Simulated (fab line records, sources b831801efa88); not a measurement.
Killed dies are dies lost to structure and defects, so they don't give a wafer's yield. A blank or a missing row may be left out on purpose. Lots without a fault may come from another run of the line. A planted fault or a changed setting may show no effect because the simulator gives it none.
Which tool did it? | flow sky130 | 6 lots, 18 wafers sampled, at 3 steps of a route of 708

WHAT THE GAUGES READ, wafer by wafer
SKY_LDD_HVP_TW_MEAS_10.
lot  | measured     | on            | LDD_HVP_TW
L685 | day 23 09:35 | film_metro-01 | 569 570 564
L691 | day 25 08:08 | film_metro-03 | 555 556 556
L696 | day 26 22:55 | film_metro-01 | 458 458 457
L699 | day 27 22:48 | film_metro-03 | 445 446 446
L703 | day 29 13:43 | film_metro-01 | 458 458 461
L705 | day 30 06:27 | film_metro-04 | 455 454 454

WHICH TOOL RAN EACH LOT (tool, then ch and the chambers of the sampled wafers, then the start)
lot  | SKY_POLY_GATE_ETCH_17            | SKY_LDD_HVP_IMPLANT_08
L685 | rie_si-01 ch 1,2, day 18 00:13   | implanter-02 ch 0, day 23 08:59
L691 | rie_si-02 ch 0,1,2, day 20 02:24 | implanter-04 ch 0, day 25 07:34
L696 | rie_si-01 ch 0,2, day 21 19:00   | implanter-02 ch 0, day 26 22:42
L699 | rie_si-02 ch 0,2,3, day 22 20:41 | implanter-03 ch 0, day 27 22:34
L703 | rie_si-02 ch 0,1,2, day 24 09:45 | implanter-03 ch 0, day 29 13:31
L705 | rie_si-01 ch 0,1, day 25 06:58   | implanter-04 ch 0, day 30 06:12
- SKY_POLY_GATE_ETCH_17: etches poly-Si in HBr/Cl2, stops on SiO2, target depth 180 nm, time 70.5 s.
- SKY_LDD_HVP_IMPLANT_08

THE ANSWER, worked out from the rows above alone
Rule: what is usual is taken from the lots themselves. Put in order of their means at a reading, lots are off if they are a third of the lots or fewer, leave a main group of 4 or more, and stand apart from it by a gap of 3 or more times the standard deviation of the main group's means; of several such gaps the widest counts. A main group whose means are all the same, to the digits that the tables above print for the reading, isn't used. A lot without any number at a reading at which 4 lots or more have one is off too. The other lots that the step has rows for count as sound.
Off: L685, L691, at SKY_LDD_HVP_TW_MEAS_10 (LDD_HVP_TW). The main group: mean 454, standard deviation 5.2.
A tool fits if, at a process step before that reading, it ran every lot that is off, and no sound lot after the first of them. The gauges at SKY_LDD_HVP_TW_MEAS_10 are tried like those tools. None of those tried fits.

WHAT THE SIMULATOR HAD PUT IN
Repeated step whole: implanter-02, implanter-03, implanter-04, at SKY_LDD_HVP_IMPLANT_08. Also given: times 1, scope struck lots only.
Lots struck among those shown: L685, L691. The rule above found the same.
